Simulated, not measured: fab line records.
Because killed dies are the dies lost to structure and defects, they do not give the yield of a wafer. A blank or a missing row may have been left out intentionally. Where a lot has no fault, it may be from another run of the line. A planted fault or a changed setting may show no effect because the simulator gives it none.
fab line records -- flow sfq-line
record: lots: 6, wafers: 18, last-day: 89
route steps=325 shown M7@291 I7@296
lots that met no fault: from a run of the same line without faults
start-h: start of the lot's first displayed wafer, in hours after the record's first day -- wait-h: time in hours since the lot's previous step -- " identical to the entry in the row above -- L1.1+2: a row that stands for several wafers -- - either no value or no given start -- * or withheld: withheld -- < > ~ a bound
route shown NAME@n: names a module that has steps shown in the file, with the first one's number in the route -- usual: the fault-free wafers' mean and standard deviation -- same: alike in all rows -- chamber/n: place in a boat -- sites: readings site by site -- _std_site: their standard deviation -- _edge_site: the outer-site mean with the inner-site mean subtracted -- radius-mm: for every site, how far away it sits from the centre of the wafer -- mask NAME#n: copy n -- behind: the last tool/chamber to shape the wafer -- hold: cause of the lot's hold/its duration in hours/its outcome -- device: the transistor (n, p or np) that didn't switch -- end of line: the same wafers' tests at the end of the route -- a step with no rows: only its recipe -- killed: at the first sort, the dies lost to defects and structure; wafer yield is something else -- map: the dies of a wafer, with x for killed, . for not killed, _ for no die there
set.NAME: setting as actually run; set.NAME@STEP: the setting as run at that earlier step -- model.NAME: the simulator's own value behind a step, which no gauge read
a table for each step, a row for each wafer; lots at some steps of the route
services: when a tool's chamber went out of use (start-h, in hours from the record's first day, below 0 if earlier), for how many hours, and the reason
== steps ==
step: SFQ_M7_OVL_MEAS_945
usual: M7_OVL: -2/5.3
lot.wafer,tool,chamber,start-h,wait-h,M7_OVL[nm]
L435.3,overlay-01,-,1733.23,0.1,4
L435.4,overlay-01,-,1733.23,0.1,-7
L435.5,overlay-01,-,1733.23,0.1,-11
L451.1,overlay-02,-,1974.20,0.1,-5
L451.4,overlay-02,-,1974.20,0.1,-2
L451.6,overlay-02,-,1974.20,0.1,-3
L452.2,overlay-01,-,1996.28,0.1,-1
L452.3,overlay-01,-,1996.28,0.1,-1
L452.6,overlay-01,-,1996.28,0.1,-1
L453.1,overlay-01,-,1997.47,0.1,-8
L453.3,overlay-01,-,1997.47,0.1,-1
L453.5,overlay-01,-,1997.47,0.1,-1
L456.2,overlay-01,-,2073.23,0.1,-6
L456.4,overlay-01,-,2073.23,0.1,-9
L456.5,overlay-01,-,2073.23,0.1,-4
L458.1,overlay-02,-,2084.03,0.1,5
L458.3,overlay-02,-,2084.03,0.1,2
L458.6,overlay-02,-,2084.03,0.1,2
step: SFQ_TRILAYER_M7_BARC_OPEN_METAL_ETCH_229
recipe: mask-material: PR, chemistry: O2, target-depth-nm: 125, target: BARC, icp-w: 600, bias-w: 80, pressure-mtorr: 10, time-s: 41.7
usual: drypump-motor-current-A: 5.51/0.26, oes-product-au: 0.685/0.005
lot.wafer,tool,chamber,start-h,wait-h,drypump-motor-current-A,oes-product-au,rf-hours-counter-h
L435.3,rie-metal-03,0,1733.28,0.0,5.16,0.679,-
L435.4,rie-metal-03,1,1733.28,0.0,5.81,0.693,-
L435.5,rie-metal-03,0,1733.28,0.0,5.16,0.682,-
L451.1,rie-metal-03,0,1974.23,0.0,5.21,0.682,57
L451.4,rie-metal-03,1,1974.23,0.0,5.81,0.686,-
L451.6,rie-metal-03,0,1974.23,0.0,5.16,0.685,-
L452.2,rie-metal-02,0,1996.31,0.0,5.22,0.686,36
L452.3,rie-metal-02,1,1996.31,0.0,5.82,0.682,-
L452.6,rie-metal-02,0,1996.31,0.0,5.23,0.689,-
L453.1,rie-metal-03,0,1997.51,0.0,5.15,0.683,60
L453.3,rie-metal-03,0,1997.51,0.0,5.19,0.677,-
L453.5,rie-metal-03,0,1997.51,0.0,5.23,0.678,-
L456.2,rie-metal-04,1,2073.26,0.0,5.57,0.684,42
L456.4,rie-metal-04,1,2073.26,0.0,5.57,0.685,-
L456.5,rie-metal-04,0,2073.26,0.0,5.62,0.689,-
L458.1,rie-metal-04,1,2084.06,0.0,5.56,0.681,43
L458.3,rie-metal-04,0,2084.06,0.0,5.62,0.686,-
L458.6,rie-metal-04,0,2084.06,0.0,5.59,0.678,-
step: SFQ_TRILAYER_M7_ETCH_METAL_ETCH_180
recipe: target: Nb, stop-on: SiO2, mask-material: PR, chemistry: Cl2/Ar, target-depth-nm: 240, icp-w: 600, bias-w: 80, pressure-mtorr: 10, time-s: 120
usual: drypump-motor-current-A: 5.51/0.26, oes-product-au: 0.892/0.0071
lot.wafer,tool,chamber,start-h,wait-h,drypump-motor-current-A,oes-product-au,rf-hours-counter-h
L435.3,rie-metal-03,0,1733.36,0.1,5.17,0.889,-
L435.4,rie-metal-03,1,1733.36,0.1,5.80,0.897,-
L435.5,rie-metal-03,0,1733.36,0.1,5.14,0.904,-
L451.1,rie-metal-03,0,1974.29,0.0,5.20,0.886,57
L451.4,rie-metal-03,1,1974.29,0.0,5.82,0.887,-
L451.6,rie-metal-03,0,1974.29,0.0,5.18,0.889,-
L452.2,rie-metal-02,0,1996.36,0.0,5.22,0.892,36
L452.3,rie-metal-02,1,1996.36,0.0,5.83,0.894,-
L452.6,rie-metal-02,0,1996.36,0.0,5.23,0.886,-
L453.1,rie-metal-03,0,1997.56,0.0,5.14,0.894,60
L453.3,rie-metal-03,0,1997.56,0.0,5.16,0.895,-
L453.5,rie-metal-03,0,1997.56,0.0,5.14,0.884,-
L456.2,rie-metal-04,1,2073.32,0.0,5.59,0.884,42
L456.4,rie-metal-04,1,2073.32,0.0,5.58,0.883,-
L456.5,rie-metal-04,0,2073.32,0.0,5.59,0.891,-
L458.1,rie-metal-04,1,2084.12,0.0,5.55,0.887,43
L458.3,rie-metal-04,0,2084.12,0.0,5.57,0.892,-
L458.6,rie-metal-04,0,2084.12,0.0,5.59,0.891,-
step: SFQ_TRILAYER_M7_STRIP_STRIP_181
recipe: gas: O2, power-w: 200, platen-temp-c: 40, overash-fraction: 0.65, chemistry: O2, pressure-mtorr: 50
usual: drypump-motor-current-A: 5.51/0.26, oes-product-au: 1.008/0.0085
lot.wafer,tool,chamber,start-h,wait-h,drypump-motor-current-A,oes-product-au,rf-hours-counter-h
L435.3,rie-metal-03,0,1733.64,0.2,5.18,1.020,-
L435.4,rie-metal-03,1,1733.64,0.2,5.80,1.005,-
L435.5,rie-metal-03,0,1733.64,0.2,5.17,1.017,-
L451.1,rie-metal-03,0,1974.42,0.1,5.16,1.032,57
L451.4,rie-metal-03,1,1974.42,0.1,5.81,1.021,-
L451.6,rie-metal-03,0,1974.42,0.1,5.16,1.021,-
L452.2,rie-metal-02,0,1996.49,0.1,5.19,1.007,36
L452.3,rie-metal-02,1,1996.49,0.1,5.81,1.009,-
L452.6,rie-metal-02,0,1996.49,0.1,5.21,1.007,-
L453.1,rie-metal-03,0,1997.69,0.1,5.13,1.002,60
L453.3,rie-metal-03,0,1997.69,0.1,5.11,1.013,-
L453.5,rie-metal-03,0,1997.69,0.1,5.13,1.009,-
L456.2,rie-metal-04,1,2073.45,0.1,5.57,1.002,42
L456.4,rie-metal-04,1,2073.45,0.1,5.56,1.001,-
L456.5,rie-metal-04,0,2073.45,0.1,5.57,0.998,-
L458.1,rie-metal-04,1,2084.25,0.1,5.55,1.012,43
L458.3,rie-metal-04,0,2084.25,0.1,5.57,1.007,-
L458.6,rie-metal-04,0,2084.25,0.1,5.59,0.999,-
step: SFQ_TRILAYER_M7_STRIP_SOLV_CLEAN_182
recipe: chemistry: NMP, temp-c: 70, time-s: 600
step: SFQ_TRILAYER_I7_DEP_PECVD_183
recipe: material: SiO2, temp-c: 150, time-s: 111.11, pressure-torr: 2.4, rf-w: 183.3, precursor: SiH4/N2O, target-thk-nm: 500
usual: heater-power-w: 89/16, throttle-valve-pct: 25.2/1.5
lot.wafer,tool,chamber,start-h,wait-h,heater-power-w,throttle-valve-pct
L435.3,pecvd-03,1,1734.22,0.0,65,23.7
L435.4,pecvd-03,0,1734.22,0.0,85,22.6
L435.5,pecvd-03,2,1734.22,0.0,113,25.5
L451.1,pecvd-03,0,1975.19,0.0,85,23.8
L451.4,pecvd-03,0,1975.19,0.0,71,23.6
L451.6,pecvd-03,1,1975.19,0.0,67,24.2
L452.2,pecvd-03,0,1997.26,0.0,76,23.4
L452.3,pecvd-03,1,1997.26,0.0,59,24.3
L452.6,pecvd-03,0,1997.26,0.0,80,23.6
L453.1,pecvd-04,1,1998.46,0.0,107,25.8
L453.3,pecvd-04,0,1998.46,0.0,93,27.2
L453.5,pecvd-04,1,1998.46,0.0,90,25.7
L456.2,pecvd-04,2,2074.22,0.0,91,23.8
L456.4,pecvd-04,2,2074.22,0.0,92,23.9
L456.5,pecvd-04,0,2074.22,0.0,80,26.8
L458.1,pecvd-02,1,2085.02,0.0,88,22.7
L458.3,pecvd-02,2,2085.02,0.0,82,23.7
L458.6,pecvd-02,0,2085.02,0.0,89,25.0
step: SFQ_TRILAYER_I7_CMP_CMP_184
recipe: material: SiO2, down-force-psi: 3, platen-rpm: 60, pad-velocity-m-s: 0.94248
usual: motor-current-A: 10.2/0.78, retaining-ring-pressure-frac: 1.000/0.0049, slurry-filter-dp-kPa: 13.49/0.13, time-to-endpoint-s: 215/7.7
lot.wafer,tool,chamber,start-h,wait-h,motor-current-A,retaining-ring-pressure-frac,slurry-filter-dp-kPa,time-to-endpoint-s
L435.4,cmp-01,3,1735.40,1.1,10.4,1.006,13.52,215
L435.3,cmp-01,1,1736.40,2.1,11.3,1.006,13.67,216
L435.5,cmp-01,2,1736.40,2.1,11.0,0.997,13.48,219
L451.1,cmp-02,2,1975.27,0.0,8.5,0.995,13.58,199
L451.4,cmp-02,1,1976.77,1.5,10.1,0.992,13.74,208
L451.6,cmp-02,2,1976.77,1.5,9.6,1.000,13.27,206
L452.3,cmp-01,2,1997.84,0.5,10.8,1.003,13.47,204
L452.2,cmp-01,3,1997.84,0.5,11.1,1.001,13.50,197
L452.6,cmp-01,2,1999.84,2.5,10.5,0.999,13.65,204
L453.1,cmp-02,1,1998.58,0.1,9.8,1.002,13.48,202
L453.3,cmp-02,3,1999.58,1.0,11.5,0.994,13.47,217
L453.5,cmp-02,2,2001.08,2.5,9.4,0.998,13.45,213
L456.2,cmp-02,2,2074.30,0.0,8.7,1.007,13.59,204
L456.4,cmp-02,0,2075.30,1.0,10.1,0.991,13.37,216
L456.5,cmp-02,2,2076.30,2.0,9.1,1.000,13.34,211
L458.3,cmp-01,3,2086.10,1.0,11.3,0.989,13.42,202
L458.1,cmp-01,0,2086.10,1.0,9.1,1.002,13.50,203
L458.6,cmp-01,2,2087.60,2.5,10.4,0.997,13.56,209
step: SFQ_I7_BOW_MEAS_946
recipe: mode: bow
usual: I7_BOW: 3/9.9
lot.wafer,tool,chamber,start-h,wait-h,I7_BOW[um]
L435.3,film-metro-01,-,1737.94,1.0,17
L435.4,film-metro-01,-,1737.94,1.0,17
L435.5,film-metro-01,-,1737.94,1.0,15
L451.1,film-metro-04,-,1978.27,2.5,-18
L451.4,film-metro-04,-,1978.27,2.5,-9
L451.6,film-metro-04,-,1978.27,2.5,-7
L452.2,film-metro-01,-,2000.36,1.5,5
L452.3,film-metro-01,-,2000.36,1.5,1
L452.6,film-metro-01,-,2000.36,1.5,7
L453.1,film-metro-04,-,2001.58,2.5,-9
L453.3,film-metro-04,-,2001.58,2.5,-8
L453.5,film-metro-04,-,2001.58,2.5,0
L456.2,film-metro-01,-,2077.32,2.5,9
L456.4,film-metro-01,-,2077.32,2.5,-4
L456.5,film-metro-01,-,2077.32,2.5,10
L458.1,film-metro-03,-,2088.10,1.0,2
L458.3,film-metro-03,-,2088.10,1.0,-2
L458.6,film-metro-03,-,2088.10,1.0,-7
step: SFQ_TRILAYER_I7_METRO_MEASURE_185
step: SFQ_TRILAYER_I7_VIA_LITHO_COAT_192
recipe: resist: BARC, spin-rpm: 3000, resist-thk-nm: 62
step: SFQ_TRILAYER_I7_VIA_LITHO_COAT_187
recipe: resist: KrF, spin-rpm: 3000, resist-thk-nm: 650
step: SFQ_TRILAYER_I7_VIA_LITHO_SOFTBAKE_191
recipe: temp-c: withheld, time-s: withheld, resist: KrF
step: SFQ_TRILAYER_I7_VIA_LITHO_EXPOSE_188
recipe: mask-id: I7, na: 0.6, source-shape: conventional, sigma-outer: 0.65, target-cd-nm: 1000, dose-mj: 21.3
usual: exposure-dose-mJ-cm2: 21.302/0.021, focus-offset-nm: 0.0/0.5
lot.wafer,tool,chamber,start-h,wait-h,mask,exposure-dose-mJ-cm2,focus-offset-nm
L435.3,krf-scanner-01,0,1850.03,-,I7#0,21.281,0.7
L435.4,krf-scanner-01,0,1850.03,-,I7#0,21.301,1.2
L435.5,krf-scanner-01,0,1850.03,-,I7#0,21.293,-0.4
L451.1,krf-scanner-02,-,1982.65,-,I7#0,-,-
L451.4,krf-scanner-02,-,1982.65,-,I7#0,-,-
L451.6,krf-scanner-02,-,1982.65,-,I7#0,-,-
L452.2,krf-scanner-01,-,2002.74,-,I7#0,-,-
L452.3,krf-scanner-01,-,2002.74,-,I7#0,-,-
L452.6,krf-scanner-01,-,2002.74,-,I7#0,-,-
L453.1,krf-scanner-01,0,2006.50,-,I7#0,21.278,0.1
L453.3,krf-scanner-01,0,2006.50,-,I7#0,21.290,0.3
L453.5,krf-scanner-01,0,2006.50,-,I7#0,21.260,0.2
L456.2,krf-scanner-01,0,2108.53,-,I7#0,21.305,-0.3
L456.4,krf-scanner-01,0,2108.53,-,I7#0,21.300,-0.3
L456.5,krf-scanner-01,0,2108.53,-,I7#0,21.312,0.3
L458.1,krf-scanner-01,0,2110.73,-,I7#0,21.302,0.8
L458.3,krf-scanner-01,0,2110.73,-,I7#0,21.269,0.7
L458.6,krf-scanner-01,0,2110.73,-,I7#0,21.276,0.3
step: SFQ_TRILAYER_I7_VIA_LITHO_PEB_190
recipe: peb-temp-c: 115, peb-time-s: 60, resist: KrF
== services ==
tool,chamber,start-h,hours,kind
krf-scanner-01,-,1715.26,0.8,pm
rie-metal-03,1,1743.42,15.8,repair
cmp-02,-,1746.16,3.5,repair
cmp-02,-,1748.47,1.9,repair
pecvd-03,-,1754.40,1.3,repair
pecvd-03,2,1769.24,5.5,repair
rie-metal-04,1,1828.84,11.2,repair
krf-scanner-01,-,1834.33,1.0,pm
rie-metal-04,-,1847.75,0.3,repair
krf-scanner-01,-,1855.63,0.8,pm
rie-metal-03,-,1856.39,0.5,repair
rie-metal-03,0,1861.94,4.1,repair
krf-scanner-01,-,1862.20,1.2,repair
krf-scanner-01,-,1876.85,1.3,pm
krf-scanner-01,-,1884.06,0.8,pm
rie-metal-03,1,1896.65,12.6,repair
rie-metal-04,-,1948.25,14.6,pm
krf-scanner-01,-,1999.42,1.0,pm
krf-scanner-01,-,2004.29,2.2,repair
krf-scanner-01,-,2049.55,1.3,pm
krf-scanner-01,-,2052.86,0.8,pm
krf-scanner-01,-,2086.13,21.0,pm
rie-metal-04,1,2088.73,7.4,repair
rie-metal-04,-,2093.26,8.2,repair
== key ==
first-sign: step: SFQ_TRILAYER_I7_VIA_LITHO_EXPOSE_188, reading: tool-record, direction: missing
effect none on later readings
met-at SFQ_TRILAYER_I7_VIA_LITHO_EXPOSE_188
struck-wafers L451.1,L451.4,L451.6,L452.2,L452.3,L452.6
onset-between 1850.03 1982.65
fault: kind: skipped-step-whole, tool: krf-scanner-01,krf-scanner-02, chamber: -, onset-h: 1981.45, steps: SFQ_TRILAYER_I7_VIA_LITHO_EXPOSE_188, scope: struck-lots-only
